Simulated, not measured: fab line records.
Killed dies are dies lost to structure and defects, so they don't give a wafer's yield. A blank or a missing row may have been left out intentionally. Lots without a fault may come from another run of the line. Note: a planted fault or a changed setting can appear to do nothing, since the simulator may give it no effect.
fab line records -- flow sky130
record: lots: 13, wafers: 39, last-day: 50
route steps=708 shown LOCAL_INTERCONNECT@404 METAL5@663 PASSIVATION@683 PAD_OPEN@708
lots untouched by any fault: they come from a run of this same line in which no faults occurred
start-h: the number of hours between the record's first day and the start of the first shown wafer of the lot -- wait-h: hours since the lot's step before -- " unchanged from the row above -- L1.1+2: several wafers, shown together as one row -- - no value, or no start was given -- * or withheld: withheld -- < > ~ a bound
route shown NAME@n: names a module that has steps shown in the file, with the first one's number in the route -- usual: average and standard deviation across the fault-free wafers -- same: alike in all rows -- chamber/n: place in a boat -- sites: each site's reading -- _std_site: their standard deviation -- _edge_site: inner sites' mean taken away from outer sites' mean -- radius-mm: for every site, how far away it sits from the centre of the wafer -- mask NAME#n: copy n -- behind: tool/chamber where the wafer was last shaped -- hold: why the lot was held/for how many hours/how that ended -- device: which transistor (n, p or np) failed to switch -- end of line: the route-end tests of the same wafers -- for a step that has no rows: nothing shown but its recipe -- killed: count of dies lost to structure and defects at first sort (not the wafer's yield) -- map: a wafer's dies, x killed, . not, _ none there
set.NAME: the setting as run; set.NAME@STEP: as run at that earlier step -- model.NAME: the simulator's own value behind a step, which no gauge read
a sample of lots followed through the steps of the route, with each step as a table and each wafer as a row
services: when a tool's chamber went out of use (start-h, in hours from the record's first day, below 0 if earlier), for how many hours, and the reason
== steps ==
step: SKY_LOCAL_INTERCONNECT_CLEAN_17
recipe: chemistry: IPA, time-s: 180, temp-c: 25
usual: temp-c: 25.01/0.11
lot.wafer,tool,chamber,start-h,wait-h,temp-c
L252.3,wet-bench-01,1,705.79,0.0,24.96
L252.4,wet-bench-01,1,705.79,0.0,24.96
L252.5,wet-bench-01,1,705.79,0.0,24.91
L253.1,wet-bench-03,3,708.72,0.0,24.92
L253.4,wet-bench-03,3,708.72,0.0,25.16
L253.6,wet-bench-03,3,708.72,0.0,24.96
L254.1,wet-bench-01,0,721.05,0.0,25.00
L254.5,wet-bench-01,0,721.05,0.0,24.94
L254.6,wet-bench-01,0,721.05,0.0,24.94
L260.3,wet-bench-01,1,786.24,0.0,25.04
L260.4,wet-bench-01,1,786.24,0.0,25.03
L260.6,wet-bench-01,1,786.24,0.0,24.99
L261.1,wet-bench-01,0,786.35,0.0,25.07
L261.2,wet-bench-01,0,786.35,0.0,25.09
L261.3,wet-bench-01,0,786.35,0.0,24.94
L263.1,wet-bench-01,3,802.82,0.0,24.94
L263.2,wet-bench-01,3,802.82,0.0,25.06
L263.6,wet-bench-01,3,802.82,0.0,24.95
L265.2,wet-bench-04,3,809.69,0.0,24.81
L265.4,wet-bench-04,3,809.69,0.0,24.97
L265.6,wet-bench-04,3,809.69,0.0,25.04
L266.3,wet-bench-04,2,822.38,0.0,25.01
L266.4,wet-bench-04,2,822.38,0.0,24.99
L266.6,wet-bench-04,2,822.38,0.0,24.95
L267.2,wet-bench-03,3,836.54,0.0,25.03
L267.3,wet-bench-03,3,836.54,0.0,25.10
L267.5,wet-bench-03,3,836.54,0.0,25.19
L268.2,wet-bench-04,0,854.09,0.0,24.90
L268.3,wet-bench-04,0,854.09,0.0,24.95
L268.4,wet-bench-04,0,854.09,0.0,24.84
L273.1,wet-bench-04,1,876.36,0.0,25.19
L273.4,wet-bench-04,1,876.36,0.0,25.10
L273.6,wet-bench-04,1,876.36,0.0,25.02
L274.1,wet-bench-03,0,878.13,0.0,25.08
L274.2,wet-bench-03,0,878.13,0.0,25.13
L274.5,wet-bench-03,0,878.13,0.0,25.18
L275.1,wet-bench-03,3,883.94,0.0,24.86
L275.2,wet-bench-03,3,883.94,0.0,24.92
L275.4,wet-bench-03,3,883.94,0.0,24.81
step: SKY_METAL5_SPUTTER_02
recipe: material: AlCu, target-thk-nm: 1150, power-w: 10600, time-s: 61.2, chamber-pressure-pa: 0.4
usual: throttle-valve-pct: 30.1/1.1
lot.wafer,tool,chamber,start-h,wait-h,throttle-valve-pct
L252.3,pvd-sputter-03,-,1006.08,0.0,31.2
L252.4,pvd-sputter-03,-,1006.08,0.0,30.3
L252.5,pvd-sputter-03,-,1006.08,0.0,30.0
L253.1,pvd-sputter-04,-,1013.14,0.0,27.4
L253.4,pvd-sputter-04,-,1013.14,0.0,29.1
L253.6,pvd-sputter-04,-,1013.14,0.0,28.8
L254.1,pvd-sputter-04,-,1019.73,0.0,28.7
L254.5,pvd-sputter-04,-,1019.73,0.0,29.3
L254.6,pvd-sputter-04,-,1019.73,0.0,27.1
L260.3,pvd-sputter-01,-,1071.45,0.0,31.0
L260.4,pvd-sputter-01,-,1071.45,0.0,31.2
L260.6,pvd-sputter-01,-,1071.45,0.0,31.2
L261.1,pvd-sputter-01,-,1073.59,0.0,31.0
L261.2,pvd-sputter-01,-,1073.59,0.0,30.0
L261.3,pvd-sputter-01,-,1073.59,0.0,30.8
L263.1,pvd-sputter-03,-,1085.79,0.0,31.3
L263.2,pvd-sputter-03,-,1085.79,0.0,30.4
L263.6,pvd-sputter-03,-,1085.79,0.0,30.1
L265.2,pvd-sputter-04,-,1091.71,0.0,32.2
L265.4,pvd-sputter-04,-,1091.71,0.0,29.0
L265.6,pvd-sputter-04,-,1091.71,0.0,29.0
L266.3,pvd-sputter-03,-,1101.73,0.0,31.0
L266.4,pvd-sputter-03,-,1101.73,0.0,29.7
L266.6,pvd-sputter-03,-,1101.73,0.0,29.6
L267.2,pvd-sputter-04,-,1112.24,0.0,28.9
L267.3,pvd-sputter-04,-,1112.24,0.0,27.2
L267.5,pvd-sputter-04,-,1112.24,0.0,28.9
L268.2,pvd-sputter-03,-,1127.76,0.0,30.4
L268.3,pvd-sputter-03,-,1127.76,0.0,30.1
L268.4,pvd-sputter-03,-,1127.76,0.0,29.6
L274.1,pvd-sputter-03,-,1141.80,0.0,29.7
L274.2,pvd-sputter-03,-,1141.80,0.0,30.4
L274.5,pvd-sputter-03,-,1141.80,0.0,29.6
L273.1,pvd-sputter-04,-,1144.31,0.0,27.2
L273.4,pvd-sputter-04,-,1144.31,0.0,28.8
L273.6,pvd-sputter-04,-,1144.31,0.0,32.7
L275.1,pvd-sputter-03,-,1149.51,0.0,29.9
L275.2,pvd-sputter-03,-,1149.51,0.0,31.0
L275.4,pvd-sputter-03,-,1149.51,0.0,29.9
step: SKY_PASSIVATION_CVD_02
recipe: material: Si3N4, target-thk-nm: 540, temp-c: 400, time-s: withheld, rf-w: 450
usual: heater-power-w: 695/71
lot.wafer,tool,chamber,start-h,wait-h,heater-power-w
L252.3,pecvd-02,2,1029.59,0.0,645
L252.4,pecvd-02,0,1029.59,0.0,690
L252.5,pecvd-02,1,1029.59,0.0,788
L253.1,pecvd-03,1,1037.31,0.1,668
L253.4,pecvd-03,1,1037.31,0.1,700
L253.6,pecvd-03,2,1037.31,0.1,768
L254.1,pecvd-04,2,1043.14,0.1,701
L254.5,pecvd-04,2,1043.14,0.1,735
L254.6,pecvd-04,1,1043.14,0.1,594
L260.3,pecvd-02,2,1092.84,0.0,644
L260.4,pecvd-02,2,1092.84,0.0,654
L260.6,pecvd-02,0,1092.84,0.0,759
L261.1,pecvd-04,1,1096.13,0.1,553
L261.2,pecvd-04,0,1096.13,0.1,683
L261.3,pecvd-04,2,1096.13,0.1,789
L263.1,pecvd-03,0,1107.74,0.1,734
L263.2,pecvd-03,1,1107.74,0.1,709
L263.6,pecvd-03,2,1107.74,0.1,749
L265.2,pecvd-03,0,1113.08,0.0,712
L265.4,pecvd-03,0,1113.08,0.0,740
L265.6,pecvd-03,2,1113.08,0.0,646
L266.3,pecvd-04,2,1122.44,0.0,782
L266.4,pecvd-04,0,1122.44,0.0,648
L266.6,pecvd-04,1,1122.44,0.0,487
L267.2,pecvd-02,2,1132.88,0.0,646
L267.3,pecvd-02,0,1132.88,0.0,700
L267.5,pecvd-02,1,1132.88,0.0,803
L268.2,pecvd-04,1,1147.91,0.0,574
L268.3,pecvd-04,0,1147.91,0.0,649
L268.4,pecvd-04,1,1147.91,0.0,610
L274.1,pecvd-03,1,1161.49,0.1,639
L274.2,pecvd-03,0,1161.49,0.1,662
L274.5,pecvd-03,2,1161.49,0.1,779
L273.1,pecvd-03,2,1163.64,0.1,725
L273.4,pecvd-03,0,1163.64,0.1,632
L273.6,pecvd-03,1,1163.64,0.1,677
L275.1,pecvd-03,2,1167.75,0.1,725
L275.2,pecvd-03,1,1167.75,0.1,701
L275.4,pecvd-03,1,1167.75,0.1,724
step: SKY_PASSIVATION_THK_MEAS_03
recipe: reads: Si3N4_of_PASSIVATION_CVD_02
usual: PASSIVATION_CVD_02_THK: 540/10
lot.wafer,tool,chamber,start-h,wait-h,PASSIVATION_CVD_02_THK[nm]
L252.3,film-metro-02,-,1029.84,-,525
L252.4,film-metro-02,-,1029.84,-,541
L252.5,film-metro-02,-,1029.84,-,536
L253.1,film-metro-01,-,1037.53,-,539
L253.4,film-metro-01,-,1037.53,-,549
L253.6,film-metro-01,-,1037.53,-,550
L254.1,film-metro-01,-,1043.36,-,532
L254.5,film-metro-01,-,1043.36,-,542
L254.6,film-metro-01,-,1043.36,-,548
L260.3,film-metro-01,-,1093.08,-,531
L260.4,film-metro-01,-,1093.08,-,542
L260.6,film-metro-01,-,1093.08,-,542
L261.1,film-metro-02,-,1096.36,-,530
L261.2,film-metro-02,-,1096.36,-,533
L261.3,film-metro-02,-,1096.36,-,526
L263.1,film-metro-01,-,1107.96,-,530
L263.2,film-metro-01,-,1107.96,-,541
L263.6,film-metro-01,-,1107.96,-,540
L265.2,film-metro-03,-,1113.32,-,536
L265.4,film-metro-03,-,1113.32,-,546
L265.6,film-metro-03,-,1113.32,-,545
L266.3,film-metro-03,-,1122.68,-,537
L266.4,film-metro-03,-,1122.68,-,534
L266.6,film-metro-03,-,1122.68,-,542
L267.2,film-metro-03,-,1133.11,-,530
L267.3,film-metro-03,-,1133.11,-,531
L267.5,film-metro-03,-,1133.11,-,541
L268.2,film-metro-02,-,1148.15,-,534
L268.3,film-metro-02,-,1148.15,-,530
L268.4,film-metro-02,-,1148.15,-,538
L274.1,film-metro-03,-,1161.72,-,549
L274.2,film-metro-03,-,1161.72,-,545
L274.5,film-metro-03,-,1161.72,-,546
L273.1,film-metro-01,-,1163.86,-,535
L273.4,film-metro-01,-,1163.86,-,543
L273.6,film-metro-01,-,1163.86,-,554
L275.1,film-metro-03,-,1167.97,-,543
L275.2,film-metro-03,-,1167.97,-,544
L275.4,film-metro-03,-,1167.97,-,558
step: SKY_PAD_OPEN_PROBE_99
usual: killed_at_M0_to_M3: 45/7.5, killed_at_M4_up: 3.2/1.8, killed-at-contacts: 24/4.9, killed-at-front-end: 15/4.4, killed-at-other: 0.3/0.54, killed-dies: 87/9.8, killed-open: 47/6.4, killed-short: 40/6.5
same: gross-dies: 492, killed-at-back-side: 0
lot.wafer,tool,chamber,start-h,wait-h,killed_at_M0_to_M3,killed_at_M4_up,killed-at-contacts,killed-at-front-end,killed-at-other,killed-dies,killed-open,killed-short
L260.3,prober-01,-,1135.61,0.2,30,4,72,8,0,114,36,36
L260.4,prober-01,-,1135.66,0.2,34,7,68,13,0,122,43,37
L260.6,prober-01,-,1135.76,0.2,48,4,80,15,0,147,55,40
L261.1,prober-02,-,1138.86,0.1,62,3,69,14,0,148,60,44
L261.2,prober-02,-,1138.91,0.1,51,7,61,11,0,130,54,39
L261.3,prober-02,-,1138.96,0.2,46,4,65,11,1,127,48,35
L263.1,prober-02,-,1149.01,0.1,47,2,64,12,0,125,54,35
L263.2,prober-02,-,1149.06,0.1,37,1,54,14,0,106,44,29
L263.6,prober-02,-,1149.26,0.2,36,0,52,14,0,102,37,33
L267.2,prober-02,-,1171.61,0.1,51,2,20,15,0,88,47,40
L267.3,prober-02,-,1171.66,0.2,57,5,23,15,1,101,53,48
L267.5,prober-02,-,1171.76,0.2,34,4,24,12,1,75,41,34
killed by level:class
L260.3 LOCAL_INTERCONNECT:unspecified=42 LI_CONTACT:geometric-particle:short=9 LI_CONTACT:geometric-particle:open=7 LOCAL_INTERCONNECT:geometric-particle:short=6 CONTACT:geometric-particle:open=6 VIA2:geometric-particle:open=6 VIA1:geometric-particle:short=5 VIA3:geometric-particle:open=5
L260.4 LOCAL_INTERCONNECT:unspecified=42 CONTACT:geometric-particle:open=7 LI_CONTACT:geometric-particle:open=7 VIA1:geometric-particle:open=6 VIA2:geometric-particle:open=6 VIA3:geometric-particle:short=6 FIELD_ISO:geometric-particle:open=4 METAL3:geometric-particle:short=4
L260.6 LOCAL_INTERCONNECT:unspecified=51 VIA1:geometric-particle:open=11 LI_CONTACT:geometric-particle:open=10 LOCAL_INTERCONNECT:geometric-particle:short=7 VIA3:geometric-particle:open=7 CONTACT:geometric-particle:open=6 VIA1:geometric-particle:short=6 VIA2:geometric-particle:open=6
L261.1 LOCAL_INTERCONNECT:unspecified=44 VIA1:geometric-particle:open=13 LI_CONTACT:geometric-particle:open=10 VIA1:geometric-particle:short=10 VIA2:geometric-particle:open=10 CONTACT:geometric-particle:open=8 VIA3:geometric-particle:open=6 METAL1:geometric-particle:short=6
L261.2 LOCAL_INTERCONNECT:unspecified=37 VIA1:geometric-particle:open=12 CONTACT:geometric-particle:open=8 LI_CONTACT:geometric-particle:open=6 VIA1:geometric-particle:short=6 VIA2:geometric-particle:open=6 VIA3:geometric-particle:open=6 METAL4:geometric-particle:short=5
L261.3 LOCAL_INTERCONNECT:unspecified=44 VIA2:geometric-particle:open=12 VIA1:geometric-particle:open=9 VIA1:geometric-particle:short=8 LI_CONTACT:geometric-particle:short=7 CONTACT:geometric-particle:open=7 POLY_GATE:geometric-particle:open=5 METAL2:geometric-particle:short=5
L263.1 LOCAL_INTERCONNECT:unspecified=36 VIA1:geometric-particle:open=13 CONTACT:geometric-particle:open=12 LI_CONTACT:geometric-particle:open=6 METAL3:geometric-particle:short=6 FIELD_ISO:geometric-particle:open=5 VIA2:geometric-particle:short=5 VIA2:geometric-particle:open=5
L263.2 LOCAL_INTERCONNECT:unspecified=33 VIA3:geometric-particle:open=9 VIA1:geometric-particle:open=8 LI_CONTACT:geometric-particle:open=6 VIA2:geometric-particle:open=6 CONTACT:geometric-particle:open=5 METAL1:geometric-particle:short=5 FIELD_ISO:geometric-particle:short=4
L263.6 LOCAL_INTERCONNECT:unspecified=32 LI_CONTACT:geometric-particle:open=9 POLY_GATE:geometric-particle:short=8 CONTACT:geometric-particle:open=7 VIA2:geometric-particle:open=5 VIA1:geometric-particle:open=5 METAL2:geometric-particle:short=5 VIA3:geometric-particle:open=5
L267.2 VIA1:geometric-particle:open=17 VIA1:geometric-particle:short=7 CONTACT:geometric-particle:short=6 CONTACT:geometric-particle:open=6 VIA2:geometric-particle:open=5 VIA2:geometric-particle:short=5 VIA3:geometric-particle:open=5 FIELD_ISO:geometric-particle:short=4
L267.3 VIA1:geometric-particle:open=14 VIA2:geometric-particle:open=10 LOCAL_INTERCONNECT:geometric-particle:short=7 CONTACT:geometric-particle:open=7 METAL1:geometric-particle:short=6 VIA1:geometric-particle:short=5 VIA3:geometric-particle:open=5 FIELD_ISO:geometric-particle:short=4
L267.5 CONTACT:geometric-particle:open=11 VIA3:geometric-particle:open=7 LI_CONTACT:geometric-particle:open=5 LOCAL_INTERCONNECT:geometric-particle:short=5 VIA1:geometric-particle:open=5 METAL2:geometric-particle:short=5 METAL1:geometric-particle:short=4 VIA2:geometric-particle:short=4
== services ==
tool,chamber,start-h,hours,kind
wet-bench-01,-,693.04,1.9,pm
pecvd-04,-,734.44,1.3,repair
pecvd-03,-,759.41,4.9,repair
wet-bench-03,-,773.39,1.9,pm
pecvd-04,1,781.51,7.3,repair
pecvd-03,-,818.06,1.0,repair
pvd-sputter-04,-,837.54,0.6,repair
pvd-sputter-04,-,884.93,7.9,repair
pvd-sputter-04,-,893.58,7.7,repair
pvd-sputter-03,-,901.64,2.2,repair
pecvd-04,-,911.74,2.8,pm
pecvd-03,1,927.02,15.6,repair
pvd-sputter-04,-,935.92,1.0,repair
pvd-sputter-03,-,961.68,3.2,repair
pvd-sputter-03,-,996.32,3.9,repair
wet-bench-01,-,997.29,1.1,repair
pvd-sputter-03,-,1021.40,2.0,repair
wet-bench-01,-,1058.56,2.2,repair
pvd-sputter-04,-,1070.35,13.2,repair
pvd-sputter-03,-,1091.30,2.6,repair
pecvd-03,-,1112.24,0.8,repair
pecvd-04,-,1137.64,6.0,pm
wet-bench-04,-,1165.06,0.8,repair
pecvd-04,-,1165.71,1.4,repair
== key ==
first-sign: step: SKY_PAD_OPEN_PROBE_99, reading: killed-at-contacts, direction: up, sigmas: 8.3, usual: 24, struck: 65
effect: step: SKY_PAD_OPEN_PROBE_99, reading: killed-dies, direction: up, sigmas: 3.8, usual: 87, struck: 125
met-at SKY_LOCAL_INTERCONNECT_CLEAN_17
struck-lots L260,L261,L263
tester-left-out L260,L261,L263
not-acting-at SKY_METAL5_SPUTTER_02,SKY_PASSIVATION_CVD_02,SKY_PASSIVATION_THK_MEAS_03
onset-between 721.05 786.24
fault: kind: chamber-particle-source, tool: wet-bench-01, chamber: -, onset-h: 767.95, steps: SKY_LOCAL_INTERCONNECT_CLEAN_17, rate-per-visit-cm2: 0.48334, end-h: 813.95
tester-left-out: of these lots the tester's yield and bins aren't shown, on N5 and GAA mostly nor the transistor test; their killed dies are dies lost to structure and defects alone, not to doping, threshold or leakage, so they don't give the yield
